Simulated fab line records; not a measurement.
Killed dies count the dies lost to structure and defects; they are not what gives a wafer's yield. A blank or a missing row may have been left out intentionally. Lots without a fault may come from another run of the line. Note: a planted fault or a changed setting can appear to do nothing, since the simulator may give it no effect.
Which tool was responsible? | flow sky130 | Sampling: 11 lots, 33 wafers, 6 of 708 route steps

== WHAT THE GAUGES SHOWED, per wafer ==
SKY_GATE_OXIDE_THK_MEAS_02.
lot  | measured     | on           | GATE_OXIDE_OXIDATION_00_THK (nm)
L991 | day 13 00:30 | filmMetro-02 | 10.24 10.25 10.22
L995 | day 14 07:06 | filmMetro-01 | 10.12 10.07 10.16
L996 | day 15 01:54 | filmMetro-02 | 10.27 10.27 10.20
L997 | day 15 06:11 | filmMetro-02 | 10.40 10.31 10.50
L998 | day 15 10:16 | filmMetro-03 | 10.36 10.57 10.50
L104 | day 17 05:08 | filmMetro-01 | 10.29 10.41 10.56
L105 | day 17 11:04 | filmMetro-01 | 10.08 9.98 9.87
L107 | day 18 10:45 | filmMetro-01 | 10.35 10.30 10.18
L108 | day 18 16:54 | filmMetro-01 | 10.36 10.37 10.20
L109 | day 18 21:11 | filmMetro-02 | 10.42 10.46 10.44
L110 | day 19 12:30 | filmMetro-02 | 10.31 10.39 10.49

SKY_LDD_HVN_TW_MEAS_10.
lot  | measured     | on           | LDD_HVN_TW
L991 | day 20 12:14 | filmMetro-02 | 1452 1450 1447
L995 | day 21 23:37 | filmMetro-02 | 30 30 30 30 31 30
L996 | day 22 22:43 | filmMetro-04 | 30 30 30 30 30 30
L997 | day 23 00:56 | filmMetro-01 | 30 30 30 30 30 30
L998 | day 23 05:41 | filmMetro-02 | 1448 1450 1455
L104 | day 25 03:17 | filmMetro-01 | 1430 1432 1427
L105 | day 25 08:41 | filmMetro-01 | 1421 1427 1432
L107 | day 26 09:21 | filmMetro-04 | 1448 1451 1455
L108 | day 26 15:48 | filmMetro-02 | 1445 1451 1450
L109 | day 26 20:48 | filmMetro-01 | 1438 1436 1422
L110 | day 27 13:46 | filmMetro-01 | 1438 1432 1440

SKY_SD_P_OVL_MEAS_08.
lot  | measured     | on         | SD_P_OVL (nm)
L991 | day 25 17:26 | overlay-01 | -0.8 2.8 -0.6
L998 | day 28 06:08 | overlay-02 | 2.6 2.1 2.8
L104 | day 30 01:56 | overlay-01 | 2.8 1.4 2.6
L105 | day 30 06:40 | overlay-01 | 0.1 2.7 0.5
L107 | day 31 06:59 | overlay-02 | 0.1 1.3 2.4
L108 | day 31 10:44 | overlay-01 | 0.7 1.2 3.2
L109 | day 31 16:22 | overlay-01 | 1.9 -0.3 1.0
L110 | day 32 07:44 | overlay-02 | 2.6 1.1 0.3

== WHICH TOOL RAN EACH LOT (tool, then ch and the chambers of the sampled wafers, then the start) ==
lot  | SKY_POLY_GATE_ETCH_16             | SKY_LDD_P_STRIP_10                  | SKY_LDD_HVN_STRIP_09
L991 | rieDiel-01 ch 0,1,3, day 16 12:37 | plasmaAsher-04 ch 0,1, day 19 04:40 | plasmaAsher-04 ch 0,1, day 20 12:08
L995 | rieDiel-02 ch 0,2,3, day 18 00:52 | plasmaAsher-03 ch 1, day 20 16:40   | plasmaAsher-02 ch 0, day 21 23:31
L996 | rieDiel-04 ch 0,1, day 18 23:31   | plasmaAsher-04 ch 0, day 21 16:25   | plasmaAsher-04 ch 0, day 22 22:37
L997 | rieDiel-02 ch 1,3, day 19 00:46   | plasmaAsher-02 ch 0,1, day 21 18:22 | plasmaAsher-04 ch 0,1, day 23 00:50
L998 | rieDiel-04 ch 1,2, day 19 05:28   | plasmaAsher-03 ch 0,1, day 21 22:30 | plasmaAsher-04 ch 0,1, day 23 05:35
L104 | rieDiel-02 ch 0,1,3, day 21 05:19 | plasmaAsher-04 ch 0,1, day 23 20:47 | plasmaAsher-02 ch 0,1, day 25 03:11
L105 | rieDiel-04 ch 0,1,2, day 21 11:03 | plasmaAsher-02 ch 0,1, day 24 02:23 | plasmaAsher-04 ch 0,1, day 25 08:35
L107 | rieDiel-02 ch 0,1,3, day 22 11:05 | plasmaAsher-03 ch 0,1, day 25 02:50 | plasmaAsher-02 ch 0,1, day 26 09:15
L108 | rieDiel-01 ch 0,1, day 22 19:07   | plasmaAsher-04 ch 0,1, day 25 09:43 | plasmaAsher-02 ch 0,1, day 26 15:41
L109 | rieDiel-01 ch 0,1,3, day 22 23:02 | plasmaAsher-02 ch 0,1, day 25 15:05 | plasmaAsher-01 ch 0,1, day 26 20:41
L110 | rieDiel-01 ch 1,2, day 23 15:34   | plasmaAsher-02 ch 0,1, day 26 08:08 | plasmaAsher-01 ch 0,1, day 27 13:41
- SKY_POLY_GATE_ETCH_16: etches Si3N4 in CH3F/O2, stops on poly-Si, time 147.5 s, target depth 75 nm.
- SKY_LDD_P_STRIP_10: strips in O2/N2.
- SKY_LDD_HVN_STRIP_09: strips in O2/N2.

== WHAT THE TOOLS THEMSELVES READ (means of the sampled wafers that have a number; where no wafer has one, the mark that the record gives instead) ==
SKY_POLY_GATE_ETCH_16.
lot  | tool       | drypumpMotorCurrentA (A) | oesProductAu (a.u.) | rfFwdPowerW (W) | throttleValvePct (%)
L991 | rieDiel-01 | 5.7                      | 0.630               | 398.5           | 10.531
L995 | rieDiel-02 | 5.8                      | 0.642               | 398.7           | 10.531
L996 | rieDiel-04 | 6.0                      | 0.638               | 399.0           | 10.539
L997 | rieDiel-02 | 5.2                      | 0.638               | 397.5           | 10.535
L998 | rieDiel-04 | 5.6                      | 0.643               | 397.1           | 10.526
L104 | rieDiel-02 | 5.5                      | 0.636               | 399.0           | 10.535
L105 | rieDiel-04 | 5.7                      | 0.637               | 398.9           | 10.540
L107 | rieDiel-02 | 5.5                      | 0.644               | 398.6           | 10.535
L108 | rieDiel-01 | 5.4                      | 0.640               | 397.3           | 10.538
L109 | rieDiel-01 | 5.7                      | 0.640               | 398.8           | 10.529
L110 | rieDiel-01 | 5.7                      | 0.639               | 398.5           | 10.539

SKY_LDD_P_STRIP_10.
lot  | tool           | chamberPressureMTorr (mTorr) | drypumpMotorCurrentA (A) | oesProductAu (a.u.) | stripTimeToEndpointS (s)
L991 | plasmaAsher-04 | 1499.5                       | 6.2                      | 0.714               | 14.24
L995 | plasmaAsher-03 | -                            | -                        | -                   | -
L996 | plasmaAsher-04 | -                            | -                        | -                   | -
L997 | plasmaAsher-02 | -                            | -                        | -                   | -
L998 | plasmaAsher-03 | 1499.6                       | 6.2                      | 0.716               | 14.20
L104 | plasmaAsher-04 | 1500.0                       | 6.2                      | 0.715               | 14.18
L105 | plasmaAsher-02 | 1500.0                       | 5.6                      | 0.719               | 14.16
L107 | plasmaAsher-03 | 1500.3                       | 6.2                      | 0.719               | 14.20
L108 | plasmaAsher-04 | 1501.4                       | 6.0                      | 0.713               | 14.20
L109 | plasmaAsher-02 | 1500.2                       | 5.6                      | 0.714               | 14.25
L110 | plasmaAsher-02 | 1501.1                       | 5.8                      | 0.711               | 14.25

SKY_LDD_HVN_STRIP_09.
lot  | tool           | chamberPressureMTorr (mTorr) | drypumpMotorCurrentA (A) | oesProductAu (a.u.) | stripTimeToEndpointS (s)
L991 | plasmaAsher-04 | 1500.3                       | 6.2                      | 0.411               | 4.147
L995 | plasmaAsher-02 | 1500.1                       | 6.0                      | 0.714               | 21.753
L996 | plasmaAsher-04 | 1499.6                       | 6.4                      | 0.717               | 21.681
L997 | plasmaAsher-04 | 1499.3                       | 6.0                      | 0.717               | 21.751
L998 | plasmaAsher-04 | 1499.5                       | 6.2                      | 0.408               | 4.137
L104 | plasmaAsher-02 | 1500.7                       | 5.8                      | 0.403               | 4.142
L105 | plasmaAsher-04 | 1500.5                       | 6.2                      | 0.411               | 4.150
L107 | plasmaAsher-02 | 1500.7                       | 5.8                      | 0.408               | 4.156
L108 | plasmaAsher-02 | 1499.7                       | 5.6                      | 0.411               | 4.148
L109 | plasmaAsher-01 | 1501.1                       | 6.6                      | 0.411               | 4.138
L110 | plasmaAsher-01 | 1501.8                       | 6.6                      | 0.409               | 4.145

== THE ANSWER, worked out from the rows above alone ==
Rule: what is usual is taken from the lots themselves. Put in order of their means at a reading, lots are off if they are a third of the lots or fewer, leave a main group of 4 or more, and stand apart from it by a gap of 3 or more times the standard deviation of the main group's means; of several such gaps the widest counts. If all means in a main group match to the digits the tables above print for the reading, that group is not used. A lot without any number at a reading at which 4 lots or more have one is off too. All remaining lots with rows at the step are treated as sound. First the gauges in route order, then the tools' own readings, where a lot's mean is used as printed above. The first step at which some lot is off is used, and at that step the reading that is off furthest; a lot without a number counts as furthest.
Off: L995, L996, L997, at SKY_LDD_HVN_TW_MEAS_10 (LDD_HVN_TW). Mean 1441 and standard deviation 9.8 in the main group.
If a tool, at a process step before that reading, ran all the lots that are off and no sound lot after the first of them, it fits. The gauges at SKY_LDD_HVN_TW_MEAS_10 aren't tried: what is off there is off at SKY_LDD_P_STRIP_10 too, on other tools, and a gauge's error can't cause that. Of those tried, none fits.

== WHAT WAS PUT IN BY THE SIMULATOR ==
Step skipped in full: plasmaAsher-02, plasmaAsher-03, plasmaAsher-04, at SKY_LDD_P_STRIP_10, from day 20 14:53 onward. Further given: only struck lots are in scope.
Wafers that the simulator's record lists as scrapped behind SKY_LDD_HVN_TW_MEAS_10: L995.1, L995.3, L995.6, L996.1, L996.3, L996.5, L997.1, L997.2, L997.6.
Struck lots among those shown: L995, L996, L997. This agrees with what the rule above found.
